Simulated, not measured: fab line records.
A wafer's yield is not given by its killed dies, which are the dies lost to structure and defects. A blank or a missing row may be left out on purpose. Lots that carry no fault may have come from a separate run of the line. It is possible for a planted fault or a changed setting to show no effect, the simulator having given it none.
fab line records	flow sky130
record: lots: 12	wafers: 36	lastDay: 50
route steps=708 shown FIELD_ISO@5 VT_ADJUST_LVTN@105 POLY_GATE@229
lots that met no fault: from a run of the same line without faults
startH: hours from the record's opening day to when the first of the lot's shown wafers began	waitH: hours elapsed since this lot's preceding step	" unchanged from the row above	L1.1+2: one row covering several wafers at once	- no value, or no start was given	* or withheld: withheld	< > ~ a bound
route shown NAME@n: names a module that has steps shown in the file, with the first one's number in the route	usual: average and standard deviation across the fault-free wafers	same: alike in all rows	chamber/n: place in a boat	sites: the reading at each site	_std_site: standard deviation across them	_edge_site: outer sites' mean less inner sites'	radiusMm: for every site, how far away it sits from the centre of the wafer	mask NAME#n: copy n	behind: the last tool/chamber to shape the wafer	hold: why the lot was held/for how many hours/how that ended	device: whichever transistor did not switch (one of n, p or np)	end of line: the tests these same wafers got at the end of their route	step lacking rows: just its recipe	killed: at the first sort, the dies lost to defects and structure; wafer yield is something else	map: shows each die of a wafer: x if killed, . if not, _ if none is there
set.NAME: the setting that was run; set.NAME@STEP: the one run at that earlier step	model.NAME: the simulator's own value behind a step, which no gauge read
a sample of lots followed through the steps of the route, with each step as a table and each wafer as a row
services: a tool's chamber out of use, with start hour (startH, from the record's first day; less than 0 if before it), hours out, and reason
== steps ==
step: SKY_FIELD_ISO_THK_MEAS_04
recipe: reads: Si3N4_of_FIELD_ISO_CVD_03
usual: FIELD_ISO_CVD_03_THK: 164.3/1
lot.wafer	tool	chamber	startH	waitH	FIELD_ISO_CVD_03_THK[nm]
L312.1	filmMetro-01	-	17.32	0.0	165.2
L312.5	"	-	"	"	163.5
L312.6	"	-	"	"	163.9
L313.1	filmMetro-01	-	22.72	0.0	162.8
L313.5	"	-	"	"	162.9
L313.6	"	-	"	"	163.3
L315.3	filmMetro-01	-	31.69	0.0	163.8
L315.4	"	-	"	"	164.2
L315.6	"	-	"	"	163.3
L316.1	filmMetro-03	-	35.59	0.0	164.8
L316.2	"	-	"	"	164.4
L316.3	"	-	"	"	165.6
L318.3	filmMetro-03	-	45.19	0.0	165.0
L318.4	"	-	"	"	165.5
L318.5	"	-	"	"	166.4
L322.1	filmMetro-03	-	64.46	0.0	164.9
L322.4	"	-	"	"	165.8
L322.6	"	-	"	"	166.3
L323.3	filmMetro-04	-	68.50	0.0	164.2
L323.5	"	-	"	"	164.4
L323.6	"	-	"	"	162.8
L328.2	filmMetro-01	-	96.57	0.0	164.7
L328.3	"	-	"	"	165.1
L328.5	"	-	"	"	166.1
L329.2	filmMetro-04	-	101.97	0.0	165.9
L329.4	"	-	"	"	167.1
L329.5	"	-	"	"	166.7
L330.2	filmMetro-04	-	103.76	0.0	164.0
L330.4	"	-	"	"	163.3
L330.5	"	-	"	"	163.0
L334.1	filmMetro-01	-	126.24	0.0	164.2
L334.2	"	-	"	"	163.1
L334.5	"	-	"	"	164.4
L335.1	filmMetro-01	-	130.44	0.0	164.3
L335.5	"	-	"	"	164.6
L335.6	"	-	"	"	163.6
step: SKY_VT_ADJUST_LVTN_IMPLANT_08
recipe: species: B	energyKev: 30	doseCm2: 1.57e+12	tiltDeg: withheld
usual: doseIonsCm2: 1.5697e+12/1.9e+09	faradayCurrentUA: 8.87/0.16
lot.wafer	tool	chamber	startH	waitH	doseIonsCm2	faradayCurrentUA
L312.1	implanter-04	0	142.30	0.0	1.5723e+12	8.60
L312.5	"	0	"	"	1.5712e+12	8.71
L312.6	"	0	"	"	1.5699e+12	8.75
L313.1	implanter-03	0	149.30	0.0	1.5704e+12	8.67
L313.5	"	0	"	"	1.5699e+12	8.78
L313.6	"	0	"	"	1.5683e+12	9.08
L315.3	implanter-01	0	157.85	0.1	1.5722e+12	8.78
L315.4	"	0	"	"	1.5723e+12	8.90
L315.6	"	0	"	"	1.5719e+12	8.69
L316.1	implanter-01	0	163.62	0.0	1.5708e+12	8.85
L316.2	"	0	"	"	1.5673e+12	8.82
L316.3	"	0	"	"	1.5686e+12	8.98
L318.3	implanter-03	0	176.92	0.1	1.5678e+12	8.92
L318.4	"	0	"	"	1.5748e+12	8.70
L318.5	"	0	"	"	1.5701e+12	8.69
L322.1	implanter-03	0	211.15	0.0	1.0501e+12	6.20
L322.4	"	0	"	"	1.0505e+12	5.82
L322.6	"	0	"	"	1.0482e+12	5.92
L323.3	implanter-03	0	214.05	0.1	1.0481e+12	5.78
L323.5	"	0	"	"	1.0501e+12	5.97
L323.6	"	0	"	"	1.0488e+12	6.00
L328.2	implanter-01	0	254.53	0.0	1.57e+12	8.98
L328.3	"	0	"	"	1.5703e+12	8.64
L328.5	"	0	"	"	1.5723e+12	9.12
L329.2	implanter-04	0	256.38	0.0	1.5678e+12	8.58
L329.4	"	0	"	"	1.5682e+12	8.74
L329.5	"	0	"	"	1.5688e+12	9.01
L330.2	implanter-01	0	257.93	0.0	1.5683e+12	8.74
L330.4	"	0	"	"	1.5687e+12	8.89
L330.5	"	0	"	"	1.567e+12	8.82
L334.1	implanter-01	0	284.25	0.0	1.5684e+12	8.75
L334.2	"	0	"	"	1.568e+12	9.01
L334.5	"	0	"	"	1.5712e+12	8.83
L335.1	implanter-04	0	290.10	0.0	1.5686e+12	8.64
L335.5	"	0	"	"	1.5693e+12	8.83
L335.6	"	0	"	"	1.5706e+12	9.09
step: SKY_VT_ADJUST_LVTN_TW_MEAS_10
usual: VT_ADJUST_LVTN_TW: 242.0/1.1
lot.wafer	tool	chamber	startH	waitH	VT_ADJUST_LVTN_TW
L312.1	filmMetro-01	-	142.55	0.1	241.9
L312.5	"	-	"	"	241.5
L312.6	"	-	"	"	241.7
L313.1	filmMetro-01	-	149.55	0.1	242.6
L313.5	"	-	"	"	241.8
L313.6	"	-	"	"	243.5
L315.3	filmMetro-03	-	158.07	0.1	242.3
L315.4	"	-	"	"	241.4
L315.6	"	-	"	"	240.7
L316.1	filmMetro-01	-	163.87	0.1	244.0
L316.2	"	-	"	"	240.9
L316.3	"	-	"	"	243.4
L318.3	filmMetro-03	-	177.14	0.1	243.6
L318.4	"	-	"	"	242.5
L318.5	"	-	"	"	243.2
L322.1	filmMetro-01	-	211.40	0.1	216.7
L322.4	"	-	"	"	215.6
L322.6	"	-	"	"	216.1
L323.3	filmMetro-03	-	214.27	0.1	214.4
L323.5	"	-	"	"	215.4
L323.6	"	-	"	"	216.6
L328.2	filmMetro-02	-	254.76	0.1	241.8
L328.3	"	-	"	"	242.2
L328.5	"	-	"	"	243.1
L329.2	filmMetro-03	-	256.61	0.1	240.5
L329.4	"	-	"	"	241.8
L329.5	"	-	"	"	242.1
L330.2	filmMetro-02	-	258.16	0.1	240.7
L330.4	"	-	"	"	242.4
L330.5	"	-	"	"	243.2
L334.1	filmMetro-01	-	284.50	0.1	243.3
L334.2	"	-	"	"	243.0
L334.5	"	-	"	"	243.2
L335.1	filmMetro-02	-	290.35	0.1	242.7
L335.5	"	-	"	"	243.0
L335.6	"	-	"	"	242.6
step: SKY_VT_ADJUST_LVTN_OVL_MEAS_18
usual: VT_ADJUST_LVTN_01_OVL: -0.6/1.5
lot.wafer	tool	chamber	startH	waitH	VT_ADJUST_LVTN_01_OVL[nm]
L312.1	overlay-01	-	162.37	0.1	-1.9
L312.5	"	-	"	"	1.0
L312.6	"	-	"	"	0.8
L313.1	overlay-02	-	168.56	0.1	-4.1
L313.5	"	-	"	"	-2.3
L313.6	"	-	"	"	-2.8
L315.3	overlay-01	-	178.12	0.1	0.1
L315.4	"	-	"	"	0.2
L315.6	"	-	"	"	-0.6
L316.1	overlay-02	-	184.41	0.1	0.7
L316.2	"	-	"	"	-1.0
L316.3	"	-	"	"	0.2
L318.3	overlay-02	-	198.37	0.1	-1.1
L318.4	"	-	"	"	1.2
L318.5	"	-	"	"	0.7
L322.1	overlay-01	-	234.03	0.1	1.3
L322.4	"	-	"	"	0.1
L322.6	"	-	"	"	-1.5
L323.3	overlay-02	-	236.17	0.1	0.1
L323.5	"	-	"	"	-0.3
L323.6	"	-	"	"	0.0
L328.2	overlay-01	-	277.49	0.1	1.3
L328.3	"	-	"	"	1.5
L328.5	"	-	"	"	0.8
L329.2	overlay-01	-	279.62	0.1	0.8
L329.4	"	-	"	"	-0.6
L329.5	"	-	"	"	-1.1
L330.2	overlay-01	-	281.12	0.1	-1.2
L330.4	"	-	"	"	-0.4
L330.5	"	-	"	"	0.1
L334.1	overlay-02	-	302.78	0.1	0.6
L334.2	"	-	"	"	0.2
L334.5	"	-	"	"	1.0
L335.1	overlay-02	-	307.67	0.1	-3.4
L335.5	"	-	"	"	-2.6
L335.6	"	-	"	"	-4.9
step: SKY_POLY_GATE_ETCH_15
recipe: chemistry: N2/H2	target: BARC	ionEnergyEv: 200	sourceW: 500	biasW: 100	pressureMtorr: 30	n2FlowSccm: 100	h2FlowSccm: 200	stopOn: SiO2	timeS: 118.5	targetDepthA: 1100
usual: biasW: 99.97/0.29	drypumpMotorCurrentA: 5.7/0.47	oesProductAu: 0.716/0.0049	rfFwdPowerW: 497.2/1.7	throttleValvePct: 13.212/0.0085
lot.wafer	tool	chamber	startH	waitH	biasW	drypumpMotorCurrentA	oesProductAu	rfFwdPowerW	rfHoursCounterH	throttleValvePct
L312.1	rieDiel-01	2	361.17	0.0	99.83	5.4	0.711	498.5	93	13.202
L312.5	"	3	"	"	100.12	5.1	0.716	495.0	-	13.216
L312.6	"	1	"	"	99.84	5.3	0.710	499.9	-	13.219
L313.1	rieDiel-01	1	363.77	0.0	99.42	5.3	0.714	496.9	4	13.220
L313.5	"	1	"	"	99.72	5.3	0.719	498.5	-	13.213
L313.6	"	0	"	"	99.47	6.4	0.719	500.9	-	13.207
L315.3	rieDiel-03	1	378.18	0.0	99.37	5.5	0.716	496.0	89	13.206
L315.4	"	2	"	"	99.60	6.3	0.714	496.5	7	13.190
L315.6	"	3	"	"	99.87	5.9	0.711	496.9	-	13.211
L316.1	rieDiel-01	1	386.08	0.0	99.82	5.3	0.722	496.0	4	13.224
L316.2	"	2	"	"	99.28	5.4	0.717	498.8	94	13.221
L316.3	"	0	"	"	100.24	6.4	0.722	495.1	6	13.205
L318.3	rieDiel-01	2	403.48	0.0	99.98	5.4	0.714	495.3	94	13.205
L318.4	"	0	"	"	100.36	6.4	0.722	498.7	7	13.194
L318.5	"	2	"	"	99.33	5.4	0.719	495.9	-	13.218
L322.1	rieDiel-04	3	448.37	0.0	99.82	5.8	0.709	496.8	36	13.209
L322.4	"	1	"	"	99.95	5.9	0.716	494.7	37	13.211
L322.6	"	1	"	"	100.20	5.9	0.707	496.4	-	13.202
L323.3	rieDiel-01	3	451.83	0.0	99.95	5.0	0.716	497.4	9	13.213
L323.5	"	0	"	"	99.79	6.5	0.713	499.1	-	13.217
L323.6	"	1	"	"	100.13	5.3	0.723	496.9	-	13.218
L330.2	rieDiel-01	1	510.72	0.0	100.10	5.3	0.721	499.8	6	13.225
L330.4	"	1	"	"	99.79	5.3	0.709	497.4	-	13.203
L330.5	"	3	"	"	99.95	5.0	0.717	496.6	-	13.205
L328.2	rieDiel-03	2	512.13	0.0	100.10	6.2	0.715	498.4	10	13.220
L328.3	"	0	"	"	99.36	5.1	0.725	498.5	2	13.210
L328.5	"	0	"	"	99.92	5.1	0.718	493.4	-	13.222
L329.2	rieDiel-01	0	512.48	0.0	100.03	6.4	0.718	496.9	9	13.204
L329.4	"	0	"	"	100.37	6.4	0.715	499.5	-	13.209
L329.5	"	1	"	"	99.58	5.4	0.708	498.6	-	13.204
L334.1	rieDiel-04	3	547.26	0.0	100.54	5.7	0.721	498.9	38	13.210
L334.2	"	0	"	"	100.23	6.4	0.712	498.6	3	13.199
L334.5	"	1	"	"	99.83	5.9	0.719	494.8	-	13.222
L335.1	rieDiel-04	1	556.06	0.0	99.95	5.9	0.717	495.6	38	13.216
L335.5	"	1	"	"	99.56	5.9	0.713	495.8	-	13.210
L335.6	"	2	"	"	99.89	6.0	0.711	496.7	-	13.212
== services ==
tool	chamber	startH	hours	kind
implanter-03	-	141.82	4.9	pm
rieDiel-01	1	187.30	2.5	repair
implanter-04	-	214.64	4.1	repair
implanter-04	-	250.16	0.9	repair
implanter-03	-	258.56	3.3	repair
rieDiel-01	0	286.38	7.4	repair
rieDiel-04	2	309.13	2.6	repair
rieDiel-01	3	322.78	1.5	repair
implanter-04	-	338.51	2.3	repair
rieDiel-04	1	344.45	12.6	repair
rieDiel-01	0	350.68	11.2	repair
rieDiel-01	3	406.16	7.1	repair
implanter-01	-	407.01	5.2	repair
rieDiel-01	0	407.09	8.8	repair
implanter-03	-	430.54	1.2	repair
implanter-03	-	430.81	1.9	repair
implanter-03	-	456.87	3.0	repair
implanter-03	-	464.69	8.4	repair
rieDiel-01	1	490.07	1.3	repair
rieDiel-01	-	497.93	2.8	pm
rieDiel-01	2	507.43	7.2	repair
implanter-01	-	521.45	4.4	repair
rieDiel-01	0	525.04	7.7	repair
rieDiel-01	3	545.20	2.7	repair
== key ==
firstSign: step: SKY_VT_ADJUST_LVTN_IMPLANT_08	reading: doseIonsCm2	direction: down	sigmas: 99+	usual: *	struck: *
effect: step: SKY_VT_ADJUST_LVTN_IMPLANT_08	reading: faradayCurrentUA	direction: down	sigmas: 18	usual: 8.87	struck: 5.95
effect: step: SKY_VT_ADJUST_LVTN_TW_MEAS_10	reading: VT_ADJUST_LVTN_TW	direction: down	sigmas: 23	usual: 242.0	struck: 215.8
metAt SKY_VT_ADJUST_LVTN_IMPLANT_08
struckLots L322,L323
testerLeftOut L322,L323
notActingAt SKY_FIELD_ISO_THK_MEAS_04,SKY_VT_ADJUST_LVTN_OVL_MEAS_18,SKY_POLY_GATE_ETCH_15
onsetBetween 176.92 211.15
fault: kind: processParameterDrift	tool: implanter-03	chamber: -	onsetH: 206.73	steps: SKY_VT_ADJUST_LVTN_IMPLANT_08	channel: doseCm2	offset: *	shape: step	endH: 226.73	actsIn: *	stated: *
testerLeftOut: of these lots the tester's yield and bins aren't shown, on N5 and GAA mostly nor the transistor test; their killed dies are dies lost to structure and defects alone, not to doping, threshold or leakage, so they don't give the yield
